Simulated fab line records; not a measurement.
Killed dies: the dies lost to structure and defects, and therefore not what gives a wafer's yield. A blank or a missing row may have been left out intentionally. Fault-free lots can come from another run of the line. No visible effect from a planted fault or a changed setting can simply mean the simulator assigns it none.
Chamber matching :: flow gf180mcu :: cmp-01 running GF_V1_CMP_04: 4 sister chambers
The step polishes SiO2. 7 wafers are shown with their chamber, then 8 later ones without.

WAFERS, EACH WITH ITS CHAMBER
wafer: L544.3
chamber: 1
motor-current-A (A): 10.6
time-to-endpoint-s (s): 74

wafer: L556.2
chamber: 3
motor-current-A (A): 11.6
time-to-endpoint-s (s): 84

wafer: L556.5
chamber: 2
motor-current-A (A): 11.4
time-to-endpoint-s (s): 81

wafer: L557.2
chamber: 0
motor-current-A (A): 13.0
time-to-endpoint-s (s): 75

wafer: L557.3
chamber: 3
motor-current-A (A): 12.1
time-to-endpoint-s (s): 85

wafer: L557.5
chamber: 2
motor-current-A (A): 10.9
time-to-endpoint-s (s): 73

wafer: L559.2
chamber: 0
motor-current-A (A): 12.1
time-to-endpoint-s (s): 75

WAFERS MISSING THEIR CHAMBER
wafer: L559.3
motor-current-A (A): 11.4
time-to-endpoint-s (s): 75

wafer: L559.6
motor-current-A (A): 10.8
time-to-endpoint-s (s): 76

wafer: L560.1
motor-current-A (A): 10.8
time-to-endpoint-s (s): 75

wafer: L560.4
motor-current-A (A): 12.7
time-to-endpoint-s (s): 72

wafer: L560.5
motor-current-A (A): 12.6
time-to-endpoint-s (s): 80

wafer: L562.1
motor-current-A (A): 13.0
time-to-endpoint-s (s): 65

wafer: L562.4
motor-current-A (A): 11.4
time-to-endpoint-s (s): 68

wafer: L562.6
motor-current-A (A): 10.3
time-to-endpoint-s (s): 71

CHAMBER TAKEN BY EACH
wafer: L559.3
from the rows above: can't be placed: 2 or 1 or 0
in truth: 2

wafer: L559.6
from the rows above: can't be placed: 1 or 2
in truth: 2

wafer: L560.1
from the rows above: can't be placed: 1 or 2
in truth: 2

wafer: L560.4
from the rows above: 0
in truth: 0

wafer: L560.5
from the rows above: can't be placed: 0 or 3 or 2
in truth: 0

wafer: L562.1
from the rows above: 0
in truth: 0

wafer: L562.4
from the rows above: can't be placed: 1 or 2 or 0
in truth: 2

wafer: L562.6
from the rows above: can't be placed: 1 or 2
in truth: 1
Correct placement for 2 of the 8. Unplaceable from these rows: 6, with the true chamber sitting among the candidates in 6. Placed wrongly: 0.
How it was worked out, from the rows above alone: a wafer's distance from a chamber is the root of the sum, over the readings, of the square of ((its reading less the chamber's mean) divided by the reading's scatter). The wafer belongs to the nearest chamber; if the next one is less than 2 further off, it can't be placed. Each chamber's mean is taken over the wafers shown for it. How the scatter is found: for the shown wafers, subtract from each reading the mean of its chamber, square and add these, divide the total by (wafers less chambers), then take the root.
